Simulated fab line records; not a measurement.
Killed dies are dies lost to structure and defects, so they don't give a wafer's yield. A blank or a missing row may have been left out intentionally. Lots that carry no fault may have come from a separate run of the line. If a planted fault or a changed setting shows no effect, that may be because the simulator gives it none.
A struck lot beside a sound one :: flow sky130 :: 27 out of 708 route steps
Sound: the wafers L565.1, L565.3, L565.5. Struck: wafer L567.1 (L567.2, L567.3, from the same lot, were not struck and are left out); the cause is given at the end.
Each step with rows lists, per side, the tool, then ch with its chambers, then its first start. Under that, the readings that differ: sound wafers :: struck wafers :: difference of the means :: sigmas: that difference in standard deviations of wafers without a fault.
alike: same words and numbers on both sides, and readings whose means sit less than 2 such deviations apart. not compared: any withheld reading, any reading some wafer has no value for, any bound like >300 that may hide the same value, and any number with overlapping values for which the record gives no deviation.
The two part at a step that has a row with sigmas, a row that says differs or no value, or rows on one side only. When numbers do not overlap yet have no deviation, they are printed without sigmas and do not part them. Lack of a reading on every wafer of one side parts them only where that side has two or more wafers.

first, 10 steps without rows for these wafers: SKY_VIA1_ETCH_15 (etches SiO2 in C4F8/O2/Ar, stops on TiN, target depth 351 nm, time 54 s); SKY_VIA1_STRIP_16 (strips in O2/N2); SKY_VIA1_STRIP_17 (strips in post etch residue remover, time 1200 s); SKY_VIA1_CLEAN_18 (cleans in IPA, time 180 s); SKY_VIA1_CLEAN_19 (cleans in O3/DIW); SKY_VIA1_SPUTTER_20 (material TiN, target thk 20 nm, time 80 s); SKY_VIA1_CVD_21 (deposits W, target thk 270 nm, time 80.902 s); SKY_VIA1_CMP_24 (polishes, stops on SiO2, t overpolish 15 s, target thk 0 nm); SKY_METAL2_SPUTTER_00 (material Ti, target thk 15 nm, time 10 s); SKY_METAL2_SPUTTER_01 (material TiN, target thk 20 nm, time 16.7 s).
SKY_METAL2_SPUTTER_02: material AlCu, target thk 250 nm, time 13.3 s.
  sound on pvd sputter-02, day 39 08:44; struck on pvd sputter-04, day 40 02:35
  alike: throttle valve pct
then, 2 steps without rows for these wafers: SKY_METAL2_SPUTTER_03 (material Ti, target thk 5 nm, time 3.3 s); SKY_METAL2_SPUTTER_04 (material TiN, target thk 70 nm, time 58.3 s).
SKY_METAL2_RS_MEAS_05: measures by four-point-probe.
  sound on film metro-04, day 39 08:49; struck on film metro-04, day 40 02:59
reading: METAL2_ALCU_RS (ohm/sq)
sound: 0.1244 0.1239 0.1243
struck: 0.1828
difference: +0.0586
sigmas: +45
  not compared: hold
SKY_METAL2_THK_MEAS_06: measures by xrf.
  sound on film metro-04, day 39 08:56; struck on film metro-04, day 40 05:26
reading: METAL2_ALCU_THK (nm)
sound: 259.4 258.5 257.9
struck: 200.4
difference: -58.2
sigmas: -21
  not compared: hold
then, 9 steps without rows for these wafers: SKY_METAL2_HMDS_08 (prime time 60 s); SKY_METAL2_COAT_09 (resist thk 60 nm); SKY_METAL2_COAT_10 (resist thk 450 nm); SKY_METAL2_SOFTBAKE_11 (time 90 s); SKY_METAL2_EXPOSE_12 (exposes mask MM2, target cd 140 nm); SKY_METAL2_PEB_13; SKY_METAL2_DEVELOP_14 (develop time 60 s); SKY_METAL2_DESCUM_17 (chemistry O2, time 8 s); SKY_METAL2_ETCH_18 (etches BARC in N2/H2, stops on SiO2, time 45.9 s, target depth 60 nm).
SKY_METAL2_METAL_ETCH_19: etches the open film in Cl2/BCl3, stops on SiO2, target depth 360 nm, time 78 s.
  sound on rie metal-01 ch 0,1, day 40 10:58; struck on rie metal-03 ch 0, day 41 03:16
reading: oes product au (a.u.)
sound: 0.866 0.850 0.855
struck: 0.791
difference: -0.066
sigmas: -12
  alike: drypump motor current A, throttle valve pct
  not compared: rf hours counter h
then, 1 step without rows for these wafers: SKY_METAL2_STRIP_20 (strips in O2/N2).
-- the record jumps here: 10 days lie between the struck wafers' starts before and after (it left off in module METAL2 and takes up again in module PAD_OPEN, whose first step shown is number 708 of the route) --
SKY_PAD_OPEN_PROBE_99:
  sound on prober-01, day 50 06:45; struck on prober-01, day 50 16:56
reading: killed at front end
sound: 17 25 14
struck: 9
difference: -10
sigmas: -2

reading: killed short
sound: 32 48 36
struck: 18
difference: -21
sigmas: -4

reading: sort_bin_5_function (%)
sound: 8.9 11.8 9.6
struck: 6.5
difference: -3.6
sigmas: -2

reading: model.etest.met2.rs ohm sq rim less centre
sound: -0.000974 -0.001412 0.001412
struck: 0.04171
difference: +0.04203
sigmas: 
  alike: defect limited yield, killed_at_M0_to_M3, killed_at_M4_up, killed at contacts, killed at other, killed dies, killed open, sort_bin_3_pad_short, sort_bin_6_memory, sort n pass, sort yield pct

== WHERE THEY PART ==
First at SKY_METAL2_RS_MEAS_05; last, within this record, at SKY_PAD_OPEN_PROBE_99.

WHY: what the simulator had put in
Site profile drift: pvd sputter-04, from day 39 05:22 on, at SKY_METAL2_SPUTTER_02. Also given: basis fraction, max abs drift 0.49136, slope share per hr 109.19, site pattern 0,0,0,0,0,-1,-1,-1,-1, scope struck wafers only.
